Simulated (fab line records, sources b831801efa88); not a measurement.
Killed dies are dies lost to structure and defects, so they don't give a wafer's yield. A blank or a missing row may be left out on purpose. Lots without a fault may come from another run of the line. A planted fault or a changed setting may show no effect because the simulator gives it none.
One fault seen from 2 desks | flow gf180mcu | each desk has only its own numbers; what lay behind them comes last

THE TOOL OWNER'S DESK: implanter-01
The tool's own readings at GF_PSD_IMPLANT_09: means of the sampled wafers that have a number, for each lot that ran on this tool. A lot is out of limits, marked OUT, if its mean lies more than 4 standard deviations from the usual mean; the brackets give that distance.
Columns: A = beam_energy_keV at GF_PSD_IMPLANT_09, usual 40.000
lot  | first seen here | A
L638 | day 14 18:38    | 39.995
L641 | day 15 17:14    | 40.003
L651 | day 19 23:49    | 35.834 (-99 or more) OUT
L652 | day 20 08:56    | 35.834 (-99 or more) OUT
This desk's finding: out of limits on L651, L652; first on L651, day 19 23:49 (beam_energy_keV at GF_PSD_IMPLANT_09). In limits: L638, L641.

THE METROLOGY DESK
What the gauges read, lot by lot, whatever tool the lot ran on: means of the sampled wafers that have a number. A lot is out of limits, marked OUT, if its mean lies more than 4 standard deviations from the usual mean; the brackets give that distance.
Columns: A = PSD_RS at GF_PSD_RS_MEAS_15, usual 108.53 ohm/sq; B = CONTACT_BOW at GF_CONTACT_BOW_MEAS_05, usual 66 um
lot  | first seen here | A                | B
L636 | day 14 01:08    | 108.38           | 69
L638 | day 14 19:13    | 108.46           | 56
L639 | day 14 23:40    | 108.57           | 71
L641 | day 15 17:49    | 108.63           | 68
L642 | day 16 10:09    | 108.68           | 66
L643 | day 16 22:32    | 108.42           | 64
L647 | day 18 07:23    | 108.87           | 65
L651 | day 20 00:22    | 114.51 (+21) OUT | 62
L652 | day 20 09:31    | 114.68 (+21) OUT | 63
L655 | day 21 05:25    | 108.81           | 59
L656 | day 21 06:17    | 108.69           | 65
L658 | day 22 07:03    | 108.38           | 75
This desk's finding: out of limits on L651, L652; first on L651, day 20 00:22 (PSD_RS at GF_PSD_RS_MEAS_15). In limits: L636, L638, L639, L641, L642, L643, L647, L655, L656, L658.

PUT TOGETHER
The tool owner's desk could have raised an alarm at day 19 23:49, on L651, L652.
The metrology desk could have raised an alarm at day 20 00:22, on L651, L652.
Of the lots named, all ran GF_PSD_IMPLANT_09 on implanter-01.

WHAT THE SIMULATOR HAD PUT IN
Process parameter drift: implanter-01, from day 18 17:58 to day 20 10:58, at GF_PSD_IMPLANT_09. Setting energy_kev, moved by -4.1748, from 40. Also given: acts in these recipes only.
Lots struck among those shown: L651, L652.
Hours from the fault's start to each desk's first reading out of limits: the tool owner's desk, 30; the metrology desk, 30.
